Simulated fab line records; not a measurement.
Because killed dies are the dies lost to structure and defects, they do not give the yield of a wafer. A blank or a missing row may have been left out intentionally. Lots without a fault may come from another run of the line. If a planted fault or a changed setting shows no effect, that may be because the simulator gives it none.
What tool caused it? + flow gf180mcu + 39 wafers from 13 lots sampled at 4 of the route's 602 steps

## WHAT THE GAUGES SHOWED, per wafer
GF_SAB_THK_MEAS_01. Usual: SAB_CVD_00_THK typically reads 50.3 nm, with standard deviation 0.65.
| lot  | measured     | on            | SAB_CVD_00_THK (nm) | flag |
|------|--------------|---------------|---------------------|------|
| L962 | day 14 06:55 | film metro-04 | 49.0 49.8 49.9      |      |
| L963 | day 14 13:16 | film metro-04 | 50.4 51.1 51.2      |      |
| L964 | day 15 00:13 | film metro-03 | 49.3 49.2 50.1      |      |
| L965 | day 15 08:55 | film metro-03 | 50.4 49.8 50.3      |      |
| L966 | day 15 16:13 | film metro-02 | 49.8 50.2 50.8      |      |
| L967 | day 16 05:09 | film metro-02 | 49.5 50.3 51.0      |      |
| L968 | day 16 10:31 | film metro-03 | 50.6 51.1 50.7      |      |
| L981 | day 20 21:23 | film metro-04 | 49.6 51.1 51.1      |      |
| L982 | day 21 09:46 | film metro-04 | 50.0 50.6 51.2      |      |
| L984 | day 22 01:02 | film metro-04 | 49.4 49.8 49.8      |      |
| L985 | day 22 07:21 | film metro-03 | 50.7 50.1 51.1      |      |

GF_SAB_OVL_MEAS_10. Usual: SAB_OVL typically reads 0.6 nm, with standard deviation 1.7.
| lot  | measured     | on         | SAB_OVL (nm)   | flag |
|------|--------------|------------|----------------|------|
| L962 | day 15 04:02 | overlay-01 | 2.7 3.5 2.5    |      |
| L963 | day 15 10:19 | overlay-01 | -0.6 -0.9 0.4  |      |
| L964 | day 15 22:05 | overlay-02 | 3.0 2.6 2.1    |      |
| L965 | day 16 06:40 | overlay-01 | 2.7 2.0 1.4    |      |
| L966 | day 16 14:47 | overlay-02 | 0.7 -0.2 1.8   |      |
| L967 | day 17 02:43 | overlay-02 | -0.9 -1.0 0.4  |      |
| L968 | day 17 08:50 | overlay-02 | 0.4 0.5 1.1    |      |
| L981 | day 21 20:56 | overlay-02 | -1.9 -0.7 -2.1 |      |
| L982 | day 22 08:29 | overlay-01 | -1.4 -1.2 -2.3 |      |
| L984 | day 23 00:37 | overlay-01 | -1.1 -0.5 -0.4 |      |
| L985 | day 23 06:31 | overlay-01 | 1.1 2.4 2.2    |      |

## WHAT TOOL EACH LOT RAN ON (gives the tool, then ch and the chambers of the sampled wafers, and finally the start)
| lot  | GF_HV_LDD_ETCHBACK_58              | GF_SAB_CVD_00                   |
|------|------------------------------------|---------------------------------|
| L962 | rie diel-02 ch 0,1, day 12 12:51   | pecvd-03 ch 0,1,2, day 14 06:53 |
| L963 | rie diel-01 ch 0,3, day 12 18:46   | pecvd-01 ch 0,2, day 14 13:15   |
| L964 | rie diel-04 ch 0,1,2, day 13 06:05 | pecvd-04 ch 0,2, day 15 00:11   |
| L965 | rie diel-04 ch 0,2,3, day 13 13:19 | pecvd-04 ch 0,1,2, day 15 08:48 |
| L966 | rie diel-02 ch 0,2,3, day 13 20:41 | pecvd-03 ch 0,1,2, day 15 16:11 |
| L967 | rie diel-04 ch 0,1,3, day 14 07:53 | pecvd-04 ch 1,2, day 16 05:07   |
| L968 | rie diel-01 ch 2,3, day 14 14:37   | pecvd-04 ch 0,1, day 16 10:29   |
| L975 | rie diel-02 ch 1,2,3, day 16 22:19 | -                               |
| L978 | rie diel-02 ch 1,2,3, day 17 22:37 | -                               |
| L981 | rie diel-04 ch 0,2,3, day 18 19:07 | pecvd-04 ch 1,2, day 20 21:20   |
| L982 | rie diel-01 ch 0,2,3, day 19 07:52 | pecvd-04 ch 0,1,2, day 21 09:44 |
| L984 | rie diel-01 ch 0,2,3, day 20 01:14 | pecvd-01 ch 1,2, day 22 01:00   |
| L985 | rie diel-01 ch 1,2,3, day 20 05:34 | pecvd-04 ch 0,1, day 22 07:20   |
- GF_HV_LDD_ETCHBACK_58: etches Si3N4 in CH3F/O2, stops on SiO2, time 100 s, target depth 90 nm.
- GF_SAB_CVD_00: deposits SiO2 from TEOS, target thk 50 nm, time 4.9302 s.

## WHAT THE TOOLS THEMSELVES READ (means of the sampled wafers that have a number; where no wafer has one, the mark that the record gives instead)
GF_HV_LDD_ETCHBACK_58. Usual: drypump motor current A 5.8 A, standard deviation 0.4; oes product au 0.844 a.u., standard deviation 0.0067; run length s 128.3 s, standard deviation 0.36; throttle valve pct 10.561 %, standard deviation 0.0084.
| lot  | tool        | drypump motor current A (A) | oes product au (a.u.) | run length s (s) | throttle valve pct (%) | flag |
|------|-------------|-----------------------------|-----------------------|------------------|------------------------|------|
| L962 | rie diel-02 | 6.3                         | 0.842                 | 128.5            | 10.560                 |      |
| L963 | rie diel-01 | 5.4                         | 0.839                 | 128.4            | 10.568                 |      |
| L964 | rie diel-04 | 5.6                         | 0.841                 | 128.0            | 10.559                 |      |
| L965 | rie diel-04 | 5.6                         | 0.839                 | 128.3            | 10.560                 |      |
| L966 | rie diel-02 | 6.2                         | 0.839                 | 128.1            | 10.560                 |      |
| L967 | rie diel-04 | 5.8                         | 0.852                 | 128.3            | 10.561                 |      |
| L968 | rie diel-01 | 5.4                         | 0.842                 | 128.3            | 10.558                 |      |
| L975 | rie diel-02 | 6.1                         | 0.992                 | 92.8             | 10.574                 | OFF  |
| L978 | rie diel-02 | 6.2                         | 0.997                 | 92.8             | 10.578                 | OFF  |
| L981 | rie diel-04 | 5.6                         | 0.835                 | 128.3            | 10.556                 |      |
| L982 | rie diel-01 | 5.5                         | 0.845                 | 128.3            | 10.560                 |      |
| L984 | rie diel-01 | 5.5                         | 0.848                 | 128.2            | 10.555                 |      |
| L985 | rie diel-01 | 5.4                         | 0.843                 | 128.0            | 10.559                 |      |

GF_SAB_CVD_00. Usual: heater power w at 667 W, with a standard deviation of 92.
| lot  | tool     | heater power w (W) | flag |
|------|----------|--------------------|------|
| L962 | pecvd-03 | 636                |      |
| L963 | pecvd-01 | 649                |      |
| L964 | pecvd-04 | 754                |      |
| L965 | pecvd-04 | 719                |      |
| L966 | pecvd-03 | 579                |      |
| L967 | pecvd-04 | 668                |      |
| L968 | pecvd-04 | 697                |      |
| L981 | pecvd-04 | 618                |      |
| L982 | pecvd-04 | 727                |      |
| L984 | pecvd-01 | 679                |      |
| L985 | pecvd-04 | 724                |      |

## THE ANSWER, worked out from the rows above alone
Rule: lot off if the mean of its wafers having a number is beyond 3 standard deviations from the usual mean. A lot without any number at a reading at which 4 lots or more have one is off too. All remaining lots with rows at the step are treated as sound. First the gauges in route order, then the tools' own readings, where a lot's mean is used as printed above. At the first step where some lot is off, the reading lying furthest off is the one used; lots without a number count as furthest.
Off at GF_HV_LDD_ETCHBACK_58 (run length s): L975, L978.
If a tool, at that step or one of the process steps before it, ran each lot that is off and ran no sound lot following the first of them, it fits. One candidate fits, namely rie diel-02 at GF_HV_LDD_ETCHBACK_58. A fault onset in the window from L966 (day 13 20:41, its last sound lot) to L975 (day 16 22:19, its first lot off) fits.
The tool's own readings at GF_HV_LDD_ETCHBACK_58 bear it out: on the lots that are off they differ by more than 5 times the standard deviation of the sound lots' means. oes product au reads 0.994 a.u. there against 0.842 a.u. on the sound lots; run length s reads 92.8 s there against 128.2 s on the sound lots; throttle valve pct reads 10.576 % there against 10.560 % on the sound lots.

## WHAT THE SIMULATOR PUT IN
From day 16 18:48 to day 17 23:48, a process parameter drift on rie diel-02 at GF_HV_LDD_ETCHBACK_58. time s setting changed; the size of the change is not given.
Shown lots that were struck: L975, L978. The same result came from the rule above.
